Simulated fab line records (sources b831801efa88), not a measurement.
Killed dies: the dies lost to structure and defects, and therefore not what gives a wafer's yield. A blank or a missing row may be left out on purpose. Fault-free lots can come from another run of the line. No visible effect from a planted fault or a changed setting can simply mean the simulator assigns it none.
What tool caused it? || flow sky130 || at 1 step of a route of 708, 9 lots with 27 wafers sampled

## WHAT THE GAUGES SHOWED, per wafer
SKY_VT_ADJUST_NCORE_CD_MEAS_07: target cd 380 nm.
{"lot": "L601", "measured": "day 8 10:23", "on": "cdSem-02", "cdNm (nm)": "375.9 375.7 377.3"}
{"lot": "L602", "measured": "day 8 23:21", "on": "cdSem-01", "cdNm (nm)": "377.8 380.0 378.4"}
{"lot": "L603", "measured": "day 9 02:50", "on": "cdSem-02", "cdNm (nm)": "380.6 378.5 380.0"}
{"lot": "L604", "measured": "day 9 10:34", "on": "cdSem-02", "cdNm (nm)": "380.7 380.4 380.2"}
{"lot": "L605", "measured": "day 9 14:44", "on": "cdSem-01", "cdNm (nm)": "378.5 378.2 379.5"}
{"lot": "L607", "measured": "day 10 08:42", "on": "cdSem-02", "cdNm (nm)": "383.5 381.7 383.3"}
{"lot": "L606", "measured": "day 10 09:55", "on": "cdSem-01", "cdNm (nm)": "378.7 377.3 376.5"}
{"lot": "L608", "measured": "day 10 17:37", "on": "cdSem-01", "cdNm (nm)": "379.6 382.5 381.7"}
{"lot": "L609", "measured": "day 10 22:41", "on": "cdSem-02", "cdNm (nm)": "376.2 379.3 378.0"}

## TOOL THAT RAN EACH LOT (tool first, then ch and the chambers of the sampled wafers, then the start)
The record holds no process step before these readings.

## THE ANSWER, worked out from the rows above alone
Rule: what is usual is taken from the lots themselves. The widest of any qualifying gaps counts: lots, ordered by their means at a reading, are off when they make up no more than a third of the lots, leave a main group of 4 or more, and stand apart from it by 3 or more times the standard deviation of that group's means. If all means in a main group match to the digits the tables above print for the reading, that group is not used. A lot without any number at a reading at which 4 lots or more have one is off too. Any other lot the step has rows for is counted as sound.
None of the lots is off at any reading shown; this tells nothing.

## WHAT HAD BEEN PUT IN BY THE SIMULATOR
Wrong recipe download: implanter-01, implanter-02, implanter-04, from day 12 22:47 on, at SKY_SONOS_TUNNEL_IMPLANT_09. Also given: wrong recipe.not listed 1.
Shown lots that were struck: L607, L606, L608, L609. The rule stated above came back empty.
